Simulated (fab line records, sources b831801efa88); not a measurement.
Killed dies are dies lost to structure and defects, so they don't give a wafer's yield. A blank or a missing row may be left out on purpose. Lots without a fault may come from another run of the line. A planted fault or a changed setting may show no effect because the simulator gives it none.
Chamber matching | flow gf180mcu | GF_V4_CMP_04 on cmp-01: 4 sister chambers
The step polishes SiO2. 30 wafers are shown with their chamber, then 12 later ones without.

WAFERS WITH THEIR CHAMBER
wafer  | chamber | motor_current_A (A) | time_to_endpoint_s (s) | slurry_filter_dp_kPa (kPa)
L076.1 | 1       | 11.1                | 80                     | 13.40
L076.2 | 0       | 12.2                | 72                     | 13.48
L076.5 | 3       | 13.3                | 87                     | 13.40
L079.2 | 0       | 11.3                | 70                     | 13.59
L079.4 | 3       | 12.8                | 90                     | 13.42
L079.6 | 0       | 12.7                | 77                     | 13.58
L080.1 | 3       | 13.1                | 84                     | 13.87
L080.2 | 0       | 12.1                | 78                     | 13.49
L080.5 | 1       | 11.4                | 83                     | 13.46
L082.1 | 3       | 12.8                | 94                     | 13.30
L082.2 | 2       | 12.0                | 87                     | 13.30
L082.4 | 1       | 11.2                | 84                     | 13.27
L084.1 | 3       | 13.4                | 76                     | 13.24
L084.4 | 0       | 12.0                | 72                     | 13.71
L084.5 | 2       | 11.6                | 72                     | 13.42
L085.3 | 2       | 11.9                | 83                     | 13.53
L085.4 | 1       | 10.7                | 80                     | 13.41
L085.6 | 2       | 11.6                | 77                     | 13.61
L086.2 | 2       | 11.8                | 80                     | 13.42
L086.3 | 0       | 12.1                | 69                     | 13.72
L086.6 | 1       | 10.7                | 80                     | 13.32
L087.2 | 1       | 11.3                | 81                     | 13.62
L087.3 | 2       | 11.8                | 79                     | 13.38
L087.4 | 0       | 11.8                | 80                     | 13.41
L089.1 | 3       | 12.5                | 85                     | 13.62
L089.2 | 1       | 10.6                | 65                     | 13.27
L089.4 | 0       | 12.3                | 76                     | 13.45
L092.4 | 2       | 12.2                | 80                     | 13.77
L092.5 | 1       | 11.4                | 73                     | 13.40
L092.6 | 0       | 11.6                | 88                     | 13.58

SIGNATURES (means of the wafers above)
reading              | chamber 0 | chamber 1 | chamber 2 | chamber 3 | scatter within a chamber
motor_current_A      | 12.011    | 11.050    | 11.843    | 12.983    | 0.338
time_to_endpoint_s   | 75.78     | 78.25     | 79.71     | 86.00     | 5.8
slurry_filter_dp_kPa | 13.5567   | 13.3938   | 13.4900   | 13.4750   | 0.153
Rule: a wafer's distance from a chamber is the root of the sum, over the readings, of the square of ((its reading less the chamber's mean) divided by the reading's scatter). The wafer belongs to the nearest chamber; if the next one is less than 2 further off, it can't be placed. The scatter: the root of (the sum of the squares of (reading less its chamber's mean) over the shown wafers, divided by (wafers less chambers)).

WAFERS WITHOUT THEIR CHAMBER
wafer  | motor_current_A (A) | time_to_endpoint_s (s) | slurry_filter_dp_kPa (kPa)
L094.2 | 12.2                | 77                     | 13.52
L094.4 | 11.8                | 82                     | 13.54
L094.6 | 12.5                | 86                     | 13.53
L095.2 | 11.0                | 79                     | 13.67
L095.5 | 12.7                | 96                     | 13.49
L095.6 | 11.6                | 84                     | 13.34
L096.4 | 12.4                | 89                     | 13.75
L096.5 | 12.1                | 89                     | 13.55
L096.6 | 12.0                | 89                     | 13.46
L091.1 | 11.4                | 74                     | 13.66
L091.2 | 12.2                | 80                     | 13.23
L091.6 | 12.2                | 86                     | 13.38

WHICH CHAMBER EACH WENT THROUGH
wafer  | from the rows above               | in truth
L094.2 | can't be placed: 0 or 2           | 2
L094.4 | can't be placed: 2 or 0 or 1      | 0
L094.6 | can't be placed: 3 or 2 or 0      | 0
L095.2 | can't be placed: 1 or 2 or 0      | 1
L095.5 | can't be placed: 3 or 2           | 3
L095.6 | can't be placed: 2 or 1 or 0      | 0
L096.4 | can't be placed: 3 or 0 or 2      | 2
L096.5 | can't be placed: 2 or 0 or 3 or 1 | 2
L096.6 | can't be placed: 2 or 0 or 3 or 1 | 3
L091.1 | can't be placed: 0 or 2 or 1      | 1
L091.2 | can't be placed: 2 or 0 or 3 or 1 | 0
L091.6 | can't be placed: 2 or 0 or 3 or 1 | 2
Placed correctly: 0 of 12. Can't be placed from these rows: 12 (the true chamber is among the candidates in 12). Placed wrongly: 0.
